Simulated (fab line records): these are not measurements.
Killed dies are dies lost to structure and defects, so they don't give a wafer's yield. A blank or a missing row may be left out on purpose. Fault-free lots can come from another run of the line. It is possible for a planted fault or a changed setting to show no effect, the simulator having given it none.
Which tool was responsible?    flow sky130    14 lots, 42 wafers sampled, at 2 steps of a route of 708

== WHAT EACH GAUGE READ, for each wafer ==
SKY_LI_CONTACT_THK_MEAS_23: measures by xrf. Usual: for LI_CONTACT_W_THK the level is 405 nm and the standard deviation is 6.7.
lot   measured      on             LI_CONTACT_W_THK (nm)  flag
L724  day 29 09:49  film metro-01  406 408 409            
L726  day 30 02:55  film metro-04  401 398 403            
L728  day 30 10:47  film metro-01  408 411 420            
L729  day 31 07:46  film metro-01  407 418 408            
L731  day 31 22:20  film metro-02  402 398 402            
L732  day 32 03:05  film metro-04  405 400 418            
L737  day 33 16:14  film metro-04  407 409 411            
L738  day 34 01:53  film metro-01  405 414 404            
L740  day 34 17:56  film metro-04  422 424 422            
L741  day 35 08:43  film metro-02  406 403 410            
L742  day 35 09:40  film metro-02  416 419 414            
L743  day 35 10:19  film metro-02  398 402 396            
L744  day 35 16:14  film metro-04  399 405 404            
L747  day 36 18:52  film metro-02  392 407 397            

== TOOL THAT RAN EACH LOT (tool first, then ch and the chambers of the sampled wafers, then the start) ==
lot   SKY_FIELD_ISO_WET_ETCH_29
L724  wet bench-02 ch 3, day 2 13:06
L726  wet bench-02 ch 0, day 2 21:58
L728  wet bench-02 ch 1, day 3 05:27
L729  wet bench-01 ch 1, day 3 13:08
L731  wet bench-02 ch 3, day 4 00:32
L732  wet bench-01 ch 0, day 4 03:41
L737  wet bench-01 ch 1, day 5 03:37
L738  wet bench-02 ch 2, day 5 13:13
L740  wet bench-04 ch 0, day 5 23:33
L741  wet bench-04 ch 0, day 6 03:44
L742  wet bench-04 ch 2, day 6 08:10
L743  wet bench-04 ch 0, day 6 11:24
L744  wet bench-04 ch 3, day 6 18:14
L747  wet bench-04 ch 2, day 7 08:52
- SKY_FIELD_ISO_WET_ETCH_29: etches Si3N4 in H3PO4, target depth 160 nm, time 1825 s.

== WHAT THE TOOLS THEMSELVES READ (means of the sampled wafers that have a number; where no wafer has one, the mark that the record gives instead) ==
SKY_FIELD_ISO_WET_ETCH_29. Usual: bath guard temp C 160.0 C, standard deviation 0.54; bath heat duty pct 27.9 %, standard deviation 2.7.
lot   tool          bath guard temp C (C)  bath heat duty pct (%)  flag
L724  wet bench-02  160.2                  26.2                    
L726  wet bench-02  159.8                  30.4                    
L728  wet bench-02  159.7                  26.3                    
L729  wet bench-01  160.4                  28.4                    
L731  wet bench-02  160.2                  25.7                    
L732  wet bench-01  160.8                  25.5                    
L737  wet bench-01  160.3                  28.1                    
L738  wet bench-02  160.3                  26.1                    
L740  wet bench-04  159.0                  30.8                    
L741  wet bench-04  159.1                  31.5                    
L742  wet bench-04  160.5                  24.3                    
L743  wet bench-04  159.3                  32.7                    
L744  wet bench-04  160.0                  30.0                    
L747  wet bench-04  160.6                  24.7                    

== THE ANSWER, worked out from the rows above alone ==
Rule: lot off if the mean of its wafers having a number is beyond 3 standard deviations from the usual mean. A lot without any number at a reading at which 4 lots or more have one is off too. All remaining lots with rows at the step are treated as sound. After the gauges, taken in route order, come the tools' own readings; for these a lot's mean is taken, as printed above. The first step at which some lot is off is used, and at that step the reading that is off furthest; a lot without a number counts as furthest.
Across all readings shown, no lot is off: no conclusion can be drawn from this.

== WHAT THE SIMULATOR PUT IN ==
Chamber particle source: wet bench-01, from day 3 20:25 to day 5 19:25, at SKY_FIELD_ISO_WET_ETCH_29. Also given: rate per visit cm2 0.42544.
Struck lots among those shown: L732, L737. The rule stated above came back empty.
